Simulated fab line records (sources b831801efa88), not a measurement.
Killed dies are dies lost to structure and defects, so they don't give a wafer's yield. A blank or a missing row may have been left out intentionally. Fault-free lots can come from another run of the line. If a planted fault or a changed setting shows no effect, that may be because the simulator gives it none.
A struck lot beside a sound one ; flow gf180mcu ; 14 steps out of a route of 602
Sound: these wafers, L526.1, L526.2, L526.5. The struck wafers were L531.1, L531.3, L531.6. At the end, the cause is stated.
Per side, at each step with rows, come the tool, then ch with its chambers, and then its first start. Under that, the readings that differ: sound wafers ; struck wafers ; difference of the means ; sigmas: that difference in standard deviations of wafers without a fault.
alike: same words and numbers on both sides, and readings whose means sit less than 2 such deviations apart. not compared: any withheld reading, any reading some wafer has no value for, any bound like >300 that may hide the same value, and any number with overlapping values for which the record gives no deviation.
A row with sigmas, a row that says differs or no value, or rows on one side alone: a step with any of these is where the two part. Numbers that have no deviation but don't overlap get no sigmas and don't part them. A reading missing from all wafers of one side parts the sides only when that side holds two or more wafers.

GF_M2_SPUTTER_01: material TiN, target thk 30 nm, time 25 s.
  struck on pvdSputter-04, day 22 07:40; sound on pvdSputter-01, day 19 17:33
  alike: throttleValvePct
GF_M2_SPUTTER_02: material AlCu, target thk 450 nm, time 23.9 s.
  struck on pvdSputter-04, day 22 07:42; sound on pvdSputter-01, day 19 17:35
  alike: throttleValvePct
GF_M2_SPUTTER_03: material Ti, target thk 10 nm, time 6.7 s.
  struck on pvdSputter-04, day 22 07:44; sound on pvdSputter-01, day 19 17:37
  alike: substrateTempC, throttleValvePct
GF_M2_SPUTTER_04: material TiN, target thk 50 nm, time 41.7 s.
  struck on pvdSputter-04, day 22 07:45; sound on pvdSputter-01, day 19 17:38
  alike: throttleValvePct
GF_M2_RS_MEAS_05: uses a four-point probe to measure.
  struck on filmMetro-03, day 22 07:47; sound on filmMetro-03, day 19 17:40
reading;sound;struck;difference;sigmas
M2_ALCU_RS (ohm/sq);0.0684 0.0694 0.0695;0.0701 0.0707 0.0706;+0.0014;+2
GF_M2_THK_MEAS_06: measures by xrf.
  struck on filmMetro-03, day 22 07:55; sound on filmMetro-03, day 19 17:47
  alike: M2_ALCU_THK
then, 6 steps without rows for these wafers: GF_M2_DEHYDRATE_07 (time 60 s); GF_M2_HMDS_08 (prime time 60 s); GF_M2_COAT_09 (resist thk 1000 nm); GF_M2_SOFTBAKE_10 (time 60 s); GF_M2_EXPOSE_11 (exposes mask Metal2, target cd 280 nm); GF_M2_PEB_12 (peb time 90 s).
GF_M2_DEVELOP_13: develop time 60 s.
  sound on lithoTrack-03 ch 0, day 20 16:56; struck on lithoTrack-02, day 23 06:57
  no value came back on the struck wafers for chillPlateTempC (C), developTimeS (s); on the sound wafers chillPlateTempC (C) reads 23.12 23.20 23.07
reading;sound;struck;difference;sigmas
model.KrF_of_M2_COAT_09.thkNm (nm);987.7 990.1 985.9;993.8 996.4 996.2;+7.6;
GF_M2_CD_MEAS_14: target cd 280 nm.
  struck on cdSem-02, day 23 07:06; sound on cdSem-02, day 20 17:05
reading;sound;struck;difference;sigmas
cdNm (nm);280.1 278.4 280.5;- - -;no value on the struck wafers;

WHERE THEY PART
At GF_M2_RS_MEAS_05 first; at GF_M2_CD_MEAS_14 last (within this record only).

WHY: whatever the simulator had introduced
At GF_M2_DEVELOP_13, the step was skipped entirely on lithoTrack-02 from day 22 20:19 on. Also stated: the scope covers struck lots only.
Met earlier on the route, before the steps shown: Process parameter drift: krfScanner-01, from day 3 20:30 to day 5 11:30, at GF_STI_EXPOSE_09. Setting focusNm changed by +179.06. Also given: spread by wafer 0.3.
